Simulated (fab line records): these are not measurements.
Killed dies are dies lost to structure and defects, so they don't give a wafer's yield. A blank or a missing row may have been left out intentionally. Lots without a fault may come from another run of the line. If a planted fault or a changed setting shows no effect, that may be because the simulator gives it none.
Struck lot and sound lot, side by side + flow gf180mcu + 20 steps out of a route of 602
Sound: wafers L667.4, L667.5, L667.6. Wafers L675.2, L675.4, L675.6 were the ones struck. The cause is given at the end.
Order at every step that has rows: each side's tool, ch and its chambers, its first start. Under that, the readings that differ: sound wafers + struck wafers + difference of the means + sigmas: that difference in standard deviations of wafers without a fault.
alike: words and numbers the same on both sides, and readings whose means are apart by under 2 such deviations; not compared: readings that were withheld, readings missing a value for some wafer, numbers with overlapping values and no deviation given by the record, and bounds like >300 which may hide the same value.
A row with sigmas, a row that says differs or no value, or rows on one side alone: a step with any of these is where the two part. Numbers that don't overlap but have no deviation are shown without sigmas and don't part them. A reading missing from all wafers of one side parts the sides only when that side holds two or more wafers.

first, 4 steps without rows for these wafers: GF_MIM_SOFTBAKE_15 (time 60 s); GF_MIM_EXPOSE_16 (exposes mask FuseTop, target cd 2000 nm); GF_MIM_PEB_17; GF_MIM_DEVELOP_18 (develop time 60 s).
GF_MIM_METAL_ETCH_19: etches the open film in Cl2/BCl3, stops on Si3N4, target depth 324.5 nm, time 54.1 s.
  sound on rieMetal-03 ch 0,1, day 27 05:20; struck on rieMetal-03 ch 0,1, day 29 17:22
  alike: drypumpMotorCurrentA, heBacksideLeakSccm, oesProductAu, throttleValvePct
  not compared: rfHoursCounterH
GF_MIM_STRIP_20: strips in O2/N2.
  sound on plasmaAsher-03 ch 0,1, day 27 05:25; struck on plasmaAsher-03 ch 0,1, day 29 17:26
  alike: drypumpMotorCurrentA, heaterPowerW, oesProductAu, stripTimeToEndpointS
  not compared: rfHoursCounterH
then, 6 steps without rows for these wafers: GF_MIM_STRIP_21 (strips in post etch residue remover, time 1200 s); GF_MIM_CLEAN_22 (cleans in DIW); GF_M5_DEHYDRATE_00 (time 60 s); GF_M5_HMDS_01 (prime time 60 s); GF_M5_COAT_02 (resist thk 1000 nm); GF_M5_SOFTBAKE_03 (time 60 s).
GF_M5_EXPOSE_04: exposes mask Metal5, target cd 280 nm.
  sound on krfScanner-02 ch 0, day 27 16:22; struck on krfScanner-02 ch 0, day 30 03:16
| reading           | sound             | struck            | difference | sigmas |
|-------------------|-------------------|-------------------|------------|--------|
| exposureDoseMJCm2 | 27.96 28.01 28.00 | 27.40 27.42 27.43 | -0.57      | -18    |
  alike: mask
then, 2 steps without rows for these wafers: GF_M5_PEB_05 (peb time 90 s); GF_M5_DEVELOP_06 (develop time 60 s).
GF_M5_CD_MEAS_07: the cd target is 280 nm.
  sound on cdSem-02, day 28 01:49; struck on cdSem-01, day 30 12:08
  alike: cdNm
GF_M5_OVL_MEAS_08:
  sound on overlay-01, day 28 01:54; struck on overlay-01, day 30 12:14
  alike: M5_OVL
GF_M5_ETCH_09: etches Si3N4 in CF4/O2, target depth 52 nm, time 11.6 s.
  sound on rieDiel-04 ch 0,1,3, day 28 01:55; struck on rieDiel-01 ch 0,1, day 30 12:16
  alike: drypumpMotorCurrentA, oesProductAu, throttleValvePct
  not compared: rfHoursCounterH, model.M5.cdNm
GF_M5_METAL_ETCH_10: etches the open film in Cl2/BCl3, stops on SiO2, target depth 750.8 nm, time 125.1 s.
  sound on rieMetal-02 ch 0,1, day 28 01:59; struck on rieMetal-04 ch 0, day 30 12:17
  alike: drypumpMotorCurrentA, heBacksideLeakSccm, oesProductAu, throttleValvePct
  not compared: rfHoursCounterH
-- the record jumps here: 2 days lie between the struck wafers' starts before and after (it left off in module M5 and takes up again in module PASSIVATION, whose first step shown is number 602 of the route) --
GF_PASSIVATION_PROBE_99:
  rows exist in the record for the struck wafers here (prober-01, day 32 21:41), but not for the sound ones

## WHERE THEY PART
Earliest at GF_M5_EXPOSE_04; latest, in this record, at GF_PASSIVATION_PROBE_99.

WHY: the cause the simulator had injected
Process parameters drifting: krfScanner-02 at GF_M5_EXPOSE_04, beginning at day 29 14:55. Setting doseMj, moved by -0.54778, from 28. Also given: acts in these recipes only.
